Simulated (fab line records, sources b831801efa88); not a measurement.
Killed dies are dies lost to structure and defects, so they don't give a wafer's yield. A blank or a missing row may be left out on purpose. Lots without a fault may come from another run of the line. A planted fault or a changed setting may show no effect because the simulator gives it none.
fab line records | flow sky130
record lots=11 wafers=33 last_day=49
route steps=708 shown VT_ADJUST_LVTN@106 VT_ADJUST_HVTR@142 VT_ADJUST_PCH@150 SONOS_TUNNEL@158 PAD_OPEN@708
lots that met no fault: from a run of the same line without faults
start_h: hours from the record's first day to the start of the lot's first wafer shown | wait_h: hours since the lot's step before | " the same as in the row above | L1.1+2: a row that stands for several wafers | - no value, or no start given | * or withheld: withheld | < > ~ a bound
route shown NAME@n: a module of which the file shows steps, and the number in the route of the first | usual: mean/standard deviation of fault-free wafers | same: alike in all rows | chamber/n: place in a boat | sites: the reading at each site | _std_site: their standard deviation | _edge_site: outer sites' mean less inner sites' | radius_mm: how far each site lies from the wafer's centre | mask NAME#n: copy n | behind: the tool/chamber that last shaped the wafer | hold: why the lot was held/for how many hours/how that ended | device: the transistor (n, p or np) that didn't switch | end of line: the same wafers' tests at the end of the route | a step without rows: its recipe alone | killed: dies lost to structure and defects at the first sort, not the wafer's yield | map: a wafer's dies, x killed, . not, _ none there
set.NAME: the setting as run; set.NAME@STEP: as run at that earlier step | model.NAME: the simulator's own value behind a step, which no gauge read
steps of the route over a sample of lots; a table a step, a row a wafer
services: from which hour (start_h, from the record's first day; less than 0 if before it) a tool's chamber was out of use, for how many hours, and why
## steps
# step SKY_VT_ADJUST_LVTN_STRIP_09
# recipe chemistry=O2/N2 power_w=1400 pressure_mtorr=1500 platen_temp_c=withheld o2_flow_sccm=3000 n2_flow_sccm=300 overash_fraction=0.5
# usual drypump_motor_current_A=5.4/0.36 oes_product_au=0.722/0.0044 strip_time_to_endpoint_s=36.91/0.12
# columns lot.wafer tool chamber start_h wait_h drypump_motor_current_A oes_product_au rf_hours_counter_h strip_time_to_endpoint_s
L997.2 plasma_asher-04 0 161.55 0.1 5.5 0.722 4 37.04
L997.3 " 0 " " 5.5 0.718 - 37.04
L997.6 " 1 " " 4.9 0.717 - 37.09
L998.2 plasma_asher-04 0 162.25 0.1 5.5 0.718 4 37.02
L998.3 " 0 " " 5.5 0.725 - 36.92
L998.5 " 0 " " 5.5 0.716 - 36.97
L100.1 plasma_asher-01 1 175.57 0.1 5.3 0.729 48 36.90
L100.2 " 0 " " 5.4 0.724 48 37.04
L100.6 " 1 " " 5.3 0.722 - 36.96
L101.2 plasma_asher-04 1 189.48 0.1 4.9 0.711 7 37.08
L101.3 " 1 " " 4.9 0.723 - 36.96
L101.5 " 1 " " 4.9 0.720 - 37.00
L105.1 plasma_asher-04 1 209.53 0.1 4.9 0.722 9 36.87
L105.2 " 0 " " 5.5 0.726 9 36.93
L105.4 " 1 " " 4.9 0.716 - 36.87
L106.2 plasma_asher-03 1 215.95 0.1 6.2 0.720 42 36.66
L106.4 " 0 " " 5.3 0.726 - 36.81
L106.6 " 0 " " 5.3 0.718 - 36.89
L108.3 plasma_asher-01 0 228.35 0.1 5.4 0.718 - 36.80
L108.4 " 1 " " 5.3 0.718 - 36.66
L108.5 " 0 " " 5.4 0.723 - 36.65
L110.1 plasma_asher-01 1 242.23 0.1 5.3 0.722 55 36.91
L110.3 " 0 " " 5.4 0.713 - 36.84
L110.5 " 0 " " 5.4 0.730 - 36.93
L113.1 plasma_asher-01 1 259.68 0.1 5.3 0.720 56 36.94
L113.2 " 0 " " 5.4 0.718 56 36.89
L113.3 " 1 " " 5.3 0.724 - 36.89
L114.4 plasma_asher-01 0 267.83 0.1 5.4 0.721 - 37.04
L114.5 " 0 " " 5.4 0.720 - 37.03
L114.6 " 1 " " 5.3 0.728 - 37.05
L115.2 plasma_asher-01 1 274.01 0.1 5.3 0.720 58 36.92
L115.3 " 1 " " 5.3 0.724 - 36.81
L115.6 " 1 " " 5.3 0.721 - 36.91
# step SKY_VT_ADJUST_HVTR_TW_MEAS_11
# usual VT_ADJUST_HVTR_TW=210.5/1.9
# columns lot.wafer tool chamber start_h wait_h VT_ADJUST_HVTR_TW
L997.2 film_metro-04 - 227.31 0.1 214.8
L997.3 " - " " 214.8
L997.6 " - " " 214.4
L998.2 film_metro-01 - 227.63 0.1 209.5
L998.3 " - " " 209.7
L998.5 " - " " 210.4
L100.1 film_metro-03 - 241.17 0.1 210.2
L100.2 " - " " 210.9
L100.6 " - " " 209.7
L101.2 film_metro-01 - 256.68 0.1 209.3
L101.3 " - " " 210.0
L101.5 " - " " 210.1
L105.1 film_metro-01 - 280.33 0.1 208.9
L105.2 " - " " 208.7
L105.4 " - " " 209.7
L106.2 film_metro-03 - 287.81 0.1 210.7
L106.4 " - " " 209.8
L106.6 " - " " 210.6
L108.3 film_metro-04 - 301.54 0.1 212.3
L108.4 " - " " 213.4
L108.5 " - " " 213.9
L110.1 film_metro-01 - 316.45 0.1 208.9
L110.3 " - " " 208.5
L110.5 " - " " 209.3
L113.1 film_metro-04 - 335.80 0.1 213.1
L113.2 " - " " 212.1
L113.3 " - " " 215.0
L114.4 film_metro-03 - 343.78 0.1 209.9
L114.5 " - " " 210.2
L114.6 " - " " 208.8
L115.2 film_metro-01 - 351.58 0.1 210.0
L115.3 " - " " 210.3
L115.6 " - " " 210.0
# step SKY_VT_ADJUST_PCH_OVL_MEAS_07
# usual VT_ADJUST_PCH_OVL=-0.2/1.6
# columns lot.wafer tool chamber start_h wait_h VT_ADJUST_PCH_OVL[nm]
L997.2 overlay-01 - 250.45 - -2.4
L997.3 " - " " 0.0
L997.6 " - " " -1.3
L998.2 overlay-02 - 250.80 - -2.2
L998.3 " - " " 0.4
L998.5 " - " " -1.3
L100.1 overlay-01 - 264.79 - 1.9
L100.2 " - " " 0.9
L100.6 " - " " 1.9
L101.2 overlay-01 - 279.93 - 1.2
L101.3 " - " " 2.6
L101.5 " - " " -0.2
L105.1 overlay-02 - 305.21 - -0.5
L105.2 " - " " -1.1
L105.4 " - " " -0.6
L106.2 overlay-02 - 313.27 - -2.9
L106.4 " - " " -1.5
L106.6 " - " " -1.6
L108.3 overlay-01 - 327.87 - 1.1
L108.4 " - " " 2.3
L108.5 " - " " 0.2
L110.1 overlay-01 - 342.91 - 0.6
L110.3 " - " " 0.6
L110.5 " - " " -1.8
L113.1 overlay-02 - 362.21 - 1.0
L113.2 " - " " -0.3
L113.3 " - " " 2.0
L114.4 overlay-02 - 370.76 - -2.4
L114.5 " - " " 1.2
L114.6 " - " " 1.0
L115.2 overlay-02 - 378.95 - -2.2
L115.3 " - " " -1.9
L115.6 " - " " -1.3
# step SKY_SONOS_TUNNEL_EXPOSE_04
# recipe mask_id=TUNM na=0.6 source_shape=conventional sigma_outer=0.6 polarization=unpolarized target_cd_nm=410 dose_mj=136
# usual focus_offset_nm=-0.1/0.51 stage_vel_mm_s=500.02/0.24
# same sigma_outer=0.6
# columns lot.wafer tool chamber start_h wait_h mask focus_offset_nm stage_vel_mm_s
L997.2 iline_stepper-02 0 263.46 - TUNM#0 0.3 500.21
L997.3 " 0 " " TUNM#0 0.4 500.08
L997.6 " 0 " " TUNM#0 -0.6 499.95
L998.2 iline_stepper-01 0 263.70 - TUNM#0 -0.1 499.69
L998.3 " 0 " " TUNM#0 0.5 499.64
L998.5 " 0 " " TUNM#0 -0.5 499.78
L100.1 iline_stepper-02 0 277.70 - TUNM#0 -0.5 499.98
L100.2 " 0 " " TUNM#0 0.1 500.29
L100.6 " 0 " " TUNM#0 -0.4 499.82
L101.2 iline_stepper-01 0 292.40 - TUNM#0 0.1 500.23
L101.3 " 0 " " TUNM#0 -0.2 499.89
L101.5 " 0 " " TUNM#0 -0.4 499.96
L105.1 iline_stepper-02 0 318.37 - TUNM#0 0.6 499.77
L105.2 " 0 " " TUNM#0 0.1 499.70
L105.4 " 0 " " TUNM#0 0.2 499.87
L106.2 iline_stepper-02 0 326.50 - TUNM#0 0.2 499.65
L106.4 " 0 " " TUNM#0 0.6 499.69
L106.6 " 0 " " TUNM#0 0.1 499.73
L108.3 iline_stepper-02 0 341.76 - NWM#0 -0.5 499.90
L108.4 " 0 " " NWM#0 -0.1 500.04
L108.5 " 0 " " NWM#0 -1.3 499.98
L110.1 iline_stepper-02 0 356.09 - TUNM#0 0.2 500.11
L110.3 " 0 " " TUNM#0 0.3 500.26
L110.5 " 0 " " TUNM#0 -0.5 500.30
L113.1 iline_stepper-01 0 376.13 - TUNM#0 0.7 499.72
L113.2 " 0 " " TUNM#0 0.1 499.70
L113.3 " 0 " " TUNM#0 -0.3 499.70
L114.4 iline_stepper-02 0 385.81 - TUNM#0 0.4 499.93
L114.5 " 0 " " TUNM#0 0.4 500.19
L114.6 " 0 " " TUNM#0 -0.6 499.86
L115.2 iline_stepper-02 0 393.20 - TUNM#0 0.7 499.89
L115.3 " 0 " " TUNM#0 -0.6 500.13
L115.6 " 0 " " TUNM#0 0.2 499.91
# step SKY_SONOS_TUNNEL_CD_MEAS_07
# recipe target_cd_nm=410
# usual cd_nm=410.4/2.3
# columns lot.wafer tool chamber start_h wait_h cd_nm
L997.2 cd_sem-01 - 275.31 0.1 411.0
L997.3 " - " " 408.8
L997.6 " - " " 409.7
L998.2 cd_sem-01 - 275.45 0.1 409.7
L998.3 " - " " 407.3
L998.5 " - " " 409.8
L100.1 cd_sem-02 - 289.41 0.1 406.8
L100.2 " - " " 408.1
L100.6 " - " " 409.1
L101.2 cd_sem-01 - 304.66 0.1 412.5
L101.3 " - " " 411.5
L101.5 " - " " 411.8
L105.1 cd_sem-01 - 331.24 0.1 409.1
L105.2 " - " " 408.6
L105.4 " - " " 406.4
L106.2 cd_sem-01 - 340.25 0.1 411.0
L106.4 " - " " 409.8
L106.6 " - " " 408.5
L108.3 cd_sem-01 - 354.02 0.1 -
L108.4 " - " " -
L108.5 " - " " -
L110.1 cd_sem-01 - 369.48 0.1 414.0
L110.3 " - " " 415.3
L110.5 " - " " 411.5
L113.1 cd_sem-01 - 390.09 0.1 411.7
L113.2 " - " " 412.8
L113.3 " - " " 412.7
L114.4 cd_sem-02 - 399.45 0.1 409.0
L114.5 " - " " 408.1
L114.6 " - " " 409.0
L115.2 cd_sem-01 - 408.03 0.1 409.4
L115.3 " - " " 410.9
L115.6 " - " " 409.0
# step SKY_SONOS_TUNNEL_TW_MEAS_12
# usual SONOS_TUNNEL_TW=197.2/1.7
# columns lot.wafer tool chamber start_h wait_h SONOS_TUNNEL_TW
L997.2 film_metro-03 - 275.89 0.0 195.6
L997.3 " - " " 196.8
L997.6 " - " " 197.3
L998.2 film_metro-02 - 276.04 0.0 196.2
L998.3 " - " " 197.3
L998.5 " - " " 197.5
L100.1 film_metro-03 - 290.03 0.0 196.6
L100.2 " - " " 198.1
L100.6 " - " " 197.5
L101.2 film_metro-04 - 309.02 0.0 199.7
L101.3 " - " " 199.6
L101.5 " - " " 199.4
L105.1 film_metro-03 - 331.83 0.0 196.5
L105.2 " - " " 197.0
L105.4 " - " " 196.2
L106.2 film_metro-03 - 340.81 0.0 196.7
L106.4 " - " " 197.1
L106.6 " - " " 196.5
L108.3 film_metro-04 - 354.57 0.0 30.3
L108.4 " - " " 30.5
L108.5 " - " " 30.3
L110.1 film_metro-02 - 370.05 0.0 195.3
L110.3 " - " " 196.0
L110.5 " - " " 196.2
L113.1 film_metro-04 - 390.67 0.0 200.0
L113.2 " - " " 199.3
L113.3 " - " " 200.2
L114.4 film_metro-04 - 399.99 0.0 199.1
L114.5 " - " " 198.5
L114.6 " - " " 199.3
L115.2 film_metro-02 - 408.67 0.0 194.8
L115.3 " - " " 195.6
L115.6 " - " " 196.8
# step SKY_PAD_OPEN_PROBE_99
# usual defect_limited_yield=82.5/2.1 killed_at_M0_to_M3=44/7.3 killed_at_M4_up=3.4/1.8 killed_at_contacts=24/5.8 killed_at_front_end=15/4.9 killed_at_other=0.4/0.63 killed_dies=86/11 killed_open=47/8 killed_short=39/6.5 sort_bin_3_pad_short=0.9/0.38 sort_bin_5_function=10.4/1.6 sort_bin_6_memory=6.2/1.2 sort_n_pass=406/11 sort_yield_pct=82.5/2.1
# same gross_dies=492 killed_at_back_side=0 sort_bin_4_leakage[%]=0 sort_bin_8_speed[%]=0
# columns lot.wafer tool chamber start_h wait_h defect_limited_yield[%] killed_at_M0_to_M3 killed_at_M4_up killed_at_contacts killed_at_front_end killed_at_other killed_dies killed_open killed_short sort_bin_3_pad_short[%] sort_bin_5_function[%] sort_bin_6_memory[%] sort_n_pass sort_yield_pct[%]
L998.2 prober-01 - 1105.10 0.1 86.0 32 2 22 13 0 69 36 33 0.4 8.5 5.1 423 86.0
L998.3 prober-01 - 1105.15 0.2 80.5 46 7 28 15 0 96 47 49 0.4 12.6 6.5 396 80.5
L998.5 prober-01 - 1105.25 0.2 82.1 47 1 24 16 0 88 47 40 1.2 9.3 7.3 404 82.1
L997.2 prober-02 - 1106.80 0.1 82.9 41 5 22 15 1 84 42 42 1.0 9.3 6.7 408 82.9
L997.3 prober-02 - 1106.85 0.2 81.7 54 3 19 13 1 90 45 45 1.2 8.5 8.5 402 81.7
L997.6 prober-02 - 1107.00 0.2 82.3 40 3 24 20 0 87 42 44 1.2 10.4 6.1 405 82.3
L100.1 prober-02 - 1110.12 0.1 85.6 43 3 17 8 0 71 43 28 1.0 9.8 3.7 421 85.6
L100.2 prober-02 - 1110.17 0.1 80.1 48 5 26 19 0 98 54 43 0.2 12.8 6.9 394 80.1
L100.6 prober-02 - 1110.37 0.2 82.9 50 7 19 8 0 84 46 38 0.4 12.2 4.5 408 82.9
L101.2 prober-02 - 1120.96 0.1 83.3 40 2 24 16 0 82 53 29 1.0 10.0 5.7 410 83.3
L101.3 prober-02 - 1121.01 0.2 84.6 45 6 20 5 0 76 47 29 0.8 10.0 4.7 416 84.6
L101.5 prober-02 - 1121.11 0.2 84.3 39 4 20 14 0 77 54 22 0.2 7.9 7.5 415 84.3
L105.1 prober-01 - 1142.09 0.1 85.8 33 5 22 10 0 70 41 28 1.2 8.5 4.5 422 85.8
L105.2 prober-01 - 1142.14 0.1 82.5 36 6 24 20 0 86 58 27 0.8 8.7 7.9 406 82.5
L105.4 prober-01 - 1142.24 0.2 81.3 45 5 19 23 0 92 45 46 1.0 12.8 4.9 400 81.3
L106.2 prober-02 - 1145.26 0.1 80.1 52 3 18 24 1 98 45 52 1.0 11.2 7.7 394 80.1
L106.4 prober-02 - 1145.36 0.2 83.7 41 4 24 11 0 80 49 31 0.8 10.2 5.3 412 83.7
L106.6 prober-02 - 1145.46 0.2 81.9 37 4 28 19 1 89 53 36 0.4 12.2 5.5 403 81.9
L110.1 prober-02 - 1164.41 0.1 82.9 44 2 25 13 0 84 39 45 1.0 11.4 4.7 408 82.9
L110.3 prober-02 - 1164.51 0.2 81.3 38 5 35 14 0 92 59 33 0.2 12.0 6.5 400 81.3
L110.5 prober-02 - 1164.61 0.2 83.3 48 1 21 12 0 82 47 35 0.8 10.6 5.3 410 83.3
L113.1 prober-01 - 1177.35 0.1 81.1 50 5 24 13 1 93 54 39 0.6 11.6 6.7 399 81.1
L113.2 prober-01 - 1177.40 0.1 83.5 40 2 24 15 0 81 46 35 0.6 9.8 6.1 411 83.5
L113.3 prober-01 - 1177.45 0.2 79.5 54 2 25 20 0 101 61 40 1.2 13.2 6.1 391 79.5
L114.4 prober-02 - 1182.46 0.2 81.3 54 4 21 13 0 92 52 40 1.2 10.2 7.3 400 81.3
L114.5 prober-02 - 1182.51 0.2 82.9 42 5 22 15 0 84 47 37 1.2 9.3 6.5 408 82.9
L114.6 prober-02 - 1182.56 0.2 83.1 48 1 14 20 0 83 41 42 0.6 10.4 5.9 409 83.1
L115.2 prober-01 - 1185.15 0.1 80.7 59 3 22 10 1 95 52 42 1.2 12.4 5.7 397 80.7
L115.3 prober-01 - 1185.20 0.2 80.9 47 4 24 17 2 94 46 48 1.0 11.0 7.1 398 80.9
L115.6 prober-01 - 1185.35 0.2 82.9 51 5 16 11 1 84 43 41 0.6 10.2 6.3 408 82.9
# killed by level:class
L998.2 VIA1:geometric_particle:open=7 POLY_GATE:geometric_particle:open=6 CONTACT:geometric_particle:short=6 CONTACT:geometric_particle:open=6 VIA3:geometric_particle:open=6 LI_CONTACT:geometric_particle:open=5 FIELD_ISO:geometric_particle:short=4 METAL2:geometric_particle:short=4
L998.3 CONTACT:geometric_particle:open=10 VIA1:geometric_particle:open=8 METAL2:geometric_particle:short=8 LI_CONTACT:geometric_particle:open=7 VIA2:geometric_particle:open=7 METAL4:geometric_particle:short=7 CONTACT:geometric_particle:short=5 METAL3:geometric_particle:short=5
L998.5 LI_CONTACT:geometric_particle:open=9 VIA1:geometric_particle:open=9 VIA2:geometric_particle:open=7 METAL1:geometric_particle:short=6 CONTACT:geometric_particle:open=6 METAL2:geometric_particle:short=5 FIELD_ISO:geometric_particle:open=4 POLY_GATE:geometric_particle:short=4
L997.2 VIA1:geometric_particle:open=9 VIA2:geometric_particle:open=7 CONTACT:geometric_particle:short=6 LOCAL_INTERCONNECT:geometric_particle:short=6 CONTACT:geometric_particle:open=5 VIA1:geometric_particle:short=5 METAL2:geometric_particle:short=5 VIA3:geometric_particle:open=4
L997.3 VIA1:geometric_particle:open=11 VIA3:geometric_particle:open=9 METAL2:geometric_particle:short=8 VIA1:geometric_particle:short=7 LI_CONTACT:geometric_particle:open=6 CONTACT:geometric_particle:open=6 METAL3:geometric_particle:short=5 METAL1:geometric_particle:short=5
L997.6 METAL2:geometric_particle:short=10 VIA1:geometric_particle:open=7 LOCAL_INTERCONNECT:geometric_particle:short=6 LI_CONTACT:geometric_particle:open=6 CONTACT:geometric_particle:open=6 VIA3:geometric_particle:open=5 VIA2:geometric_particle:open=5 FIELD_ISO:geometric_particle:open=4
L100.1 VIA2:geometric_particle:open=9 CONTACT:geometric_particle:open=8 VIA1:geometric_particle:open=7 VIA3:geometric_particle:open=6 LI_CONTACT:geometric_particle:open=4 METAL3:geometric_particle:short=4 METAL2:geometric_particle:short=3 VIA1:geometric_particle:short=3
L100.2 LI_CONTACT:geometric_particle:open=11 CONTACT:geometric_particle:open=10 VIA1:geometric_particle:open=9 VIA2:geometric_particle:open=7 METAL2:geometric_particle:short=7 FIELD_ISO:geometric_particle:open=6 METAL1:geometric_particle:short=6 FIELD_ISO:geometric_particle:short=5
L100.6 VIA2:geometric_particle:open=13 LI_CONTACT:geometric_particle:open=7 CONTACT:geometric_particle:short=6 VIA1:geometric_particle:short=6 VIA3:geometric_particle:open=6 VIA2:geometric_particle:short=5 VIA1:geometric_particle:open=5 METAL1:geometric_particle:short=4
L101.2 VIA1:geometric_particle:open=12 LI_CONTACT:geometric_particle:open=10 CONTACT:geometric_particle:open=8 VIA3:geometric_particle:open=7 METAL1:geometric_particle:short=4 VIA2:geometric_particle:open=4 FIELD_ISO:geometric_particle:short=3 POLY_GATE:geometric_particle:short=3
L101.3 VIA2:geometric_particle:open=9 VIA3:geometric_particle:open=9 LI_CONTACT:geometric_particle:open=7 VIA1:geometric_particle:open=7 CONTACT:geometric_particle:open=6 METAL1:geometric_particle:short=4 VIA2:geometric_particle:short=4 LOCAL_INTERCONNECT:geometric_particle:short=3
L101.5 CONTACT:geometric_particle:open=12 VIA3:geometric_particle:open=11 VIA2:geometric_particle:open=9 FIELD_ISO:geometric_particle:open=5 LI_CONTACT:geometric_particle:open=5 METAL1:geometric_particle:short=5 VIA1:geometric_particle:open=5 METAL1:geometric_particle:open=3
L105.1 CONTACT:geometric_particle:open=9 VIA3:geometric_particle:open=6 VIA1:geometric_particle:open=6 LI_CONTACT:geometric_particle:open=5 VIA2:geometric_particle:open=5 METAL4:geometric_particle:short=5 METAL3:geometric_particle:short=4 LOCAL_INTERCONNECT:geometric_particle:short=4
L105.2 VIA1:geometric_particle:open=12 LI_CONTACT:geometric_particle:open=10 VIA2:geometric_particle:open=9 CONTACT:geometric_particle:open=6 POLY_GATE:geometric_particle:open=5 POLY_CUT:geometric_particle:short=4 CONTACT:geometric_particle:short=4 FIELD_ISO:geometric_particle:short=3
L105.4 VIA3:geometric_particle:open=10 VIA2:geometric_particle:short=7 FIELD_ISO:geometric_particle:open=6 CONTACT:geometric_particle:open=6 VIA1:geometric_particle:short=6 VIA2:geometric_particle:open=6 METAL4:geometric_particle:short=5 POLY_GATE:geometric_particle:open=5
L106.2 METAL1:geometric_particle:short=9 FIELD_ISO:geometric_particle:short=8 VIA3:geometric_particle:open=8 LI_CONTACT:geometric_particle:open=7 VIA1:geometric_particle:open=7 CONTACT:geometric_particle:open=5 VIA1:geometric_particle:short=5 VIA2:geometric_particle:short=5
L106.4 CONTACT:geometric_particle:open=12 VIA1:geometric_particle:open=8 METAL2:geometric_particle:open=7 VIA2:geometric_particle:open=7 FIELD_ISO:geometric_particle:open=4 METAL1:geometric_particle:short=4 METAL2:geometric_particle:short=4 LOCAL_INTERCONNECT:geometric_particle:short=3
L106.6 CONTACT:geometric_particle:open=11 LI_CONTACT:geometric_particle:open=9 FIELD_ISO:geometric_particle:short=8 VIA1:geometric_particle:open=8 VIA2:geometric_particle:open=7 VIA3:geometric_particle:open=7 POLY_GATE:geometric_particle:open=4 LOCAL_INTERCONNECT:geometric_particle:short=4
L110.1 VIA1:geometric_particle:open=11 CONTACT:geometric_particle:open=9 METAL1:geometric_particle:short=8 FIELD_ISO:geometric_particle:short=5 LOCAL_INTERCONNECT:geometric_particle:short=5 VIA2:geometric_particle:short=5 VIA2:geometric_particle:open=5 METAL3:geometric_particle:short=5
L110.3 CONTACT:geometric_particle:open=14 VIA1:geometric_particle:open=11 LI_CONTACT:geometric_particle:open=9 VIA3:geometric_particle:open=9 VIA1:geometric_particle:short=5 LI_CONTACT:geometric_particle:short=5 FIELD_ISO:geometric_particle:short=4 METAL1:geometric_particle:short=4
L110.5 VIA1:geometric_particle:open=11 VIA3:geometric_particle:open=8 CONTACT:geometric_particle:open=8 VIA2:geometric_particle:short=6 VIA2:geometric_particle:open=5 FIELD_ISO:geometric_particle:short=4 POLY_GATE:geometric_particle:open=4 LOCAL_INTERCONNECT:geometric_particle:short=4
L113.1 VIA1:geometric_particle:open=12 CONTACT:geometric_particle:open=10 VIA2:geometric_particle:open=10 FIELD_ISO:geometric_particle:short=6 LI_CONTACT:geometric_particle:open=6 METAL1:geometric_particle:short=6 METAL1:geometric_particle:open=5 METAL4:geometric_particle:short=5
L113.2 CONTACT:geometric_particle:open=11 VIA2:geometric_particle:open=10 VIA1:geometric_particle:open=7 LI_CONTACT:geometric_particle:open=6 METAL2:geometric_particle:short=6 FIELD_ISO:geometric_particle:short=4 LI_CONTACT:geometric_particle:short=4 METAL1:geometric_particle:short=4
L113.3 CONTACT:geometric_particle:open=12 VIA1:geometric_particle:open=12 VIA3:geometric_particle:open=9 METAL1:geometric_particle:short=8 VIA1:geometric_particle:short=7 VIA2:geometric_particle:open=7 POLY_GATE:geometric_particle:short=6 LI_CONTACT:geometric_particle:open=6
L114.4 VIA1:geometric_particle:open=18 VIA1:geometric_particle:short=11 VIA3:geometric_particle:open=7 LI_CONTACT:geometric_particle:open=6 CONTACT:geometric_particle:open=5 CONTACT:geometric_particle:short=5 METAL1:geometric_particle:short=5 POLY_GATE:geometric_particle:open=4
L114.5 METAL1:geometric_particle:short=9 VIA3:geometric_particle:open=8 CONTACT:geometric_particle:open=7 LI_CONTACT:geometric_particle:open=6 VIA1:geometric_particle:open=6 FIELD_ISO:geometric_particle:open=5 VIA2:geometric_particle:short=4 VIA1:geometric_particle:short=4
L114.6 VIA1:geometric_particle:short=11 VIA1:geometric_particle:open=11 POLY_GATE:geometric_particle:short=7 CONTACT:geometric_particle:open=6 METAL2:geometric_particle:short=6 VIA2:geometric_particle:open=5 VIA3:geometric_particle:open=5 FIELD_ISO:geometric_particle:open=4
L115.2 VIA1:geometric_particle:open=16 LI_CONTACT:geometric_particle:open=8 VIA2:geometric_particle:short=8 VIA3:geometric_particle:open=8 METAL2:geometric_particle:short=6 LOCAL_INTERCONNECT:geometric_particle:short=5 VIA1:geometric_particle:short=5 CONTACT:geometric_particle:open=4
L115.3 VIA1:geometric_particle:open=14 VIA3:geometric_particle:open=9 CONTACT:geometric_particle:open=8 CONTACT:geometric_particle:short=6 POLY_GATE:geometric_particle:short=5 METAL1:geometric_particle:short=5 FIELD_ISO:geometric_particle:open=4 LI_CONTACT:geometric_particle:short=4
L115.6 VIA1:geometric_particle:open=11 CONTACT:geometric_particle:open=10 VIA2:geometric_particle:open=8 VIA1:geometric_particle:short=5 METAL3:geometric_particle:short=5 VIA3:geometric_particle:open=4 METAL2:geometric_particle:short=4 LOCAL_INTERCONNECT:geometric_particle:short=4
## services
# columns tool chamber start_h hours kind
iline_stepper-01 - 178.00 1.7 pm
iline_stepper-01 0 186.91 - calibration
iline_stepper-02 - 208.38 1.7 pm
iline_stepper-01 - 256.17 2.3 repair
plasma_asher-03 - 272.52 2.7 repair
plasma_asher-03 - 273.02 6.1 repair
plasma_asher-04 - 318.06 2.7 repair
plasma_asher-01 - 326.82 10.3 repair
plasma_asher-03 - 328.90 1.2 repair
iline_stepper-02 0 336.24 - calibration
## key
first_sign step=SKY_SONOS_TUNNEL_EXPOSE_04 reading=mask direction=changed
effect step=SKY_SONOS_TUNNEL_CD_MEAS_07 reading=cd_nm direction=missing
effect step=SKY_SONOS_TUNNEL_TW_MEAS_12 reading=SONOS_TUNNEL_TW direction=down sigmas=99+ usual=197.2 struck=30.3
met_at SKY_SONOS_TUNNEL_EXPOSE_04
struck_lots L108
rows_end L108.3,L108.4,L108.5
not_acting_at SKY_VT_ADJUST_LVTN_STRIP_09,SKY_VT_ADJUST_HVTR_TW_MEAS_11,SKY_VT_ADJUST_PCH_OVL_MEAS_07
onset_between 326.50 341.76
fault kind=wrong_mask tool=any chamber=- onset_h=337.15 steps=SKY_SONOS_TUNNEL_EXPOSE_04 aux_copy=NWM#0 scope=struck_lots_only
# rows_end: these wafers met a further fault down the route, and their rows from its step on are left out
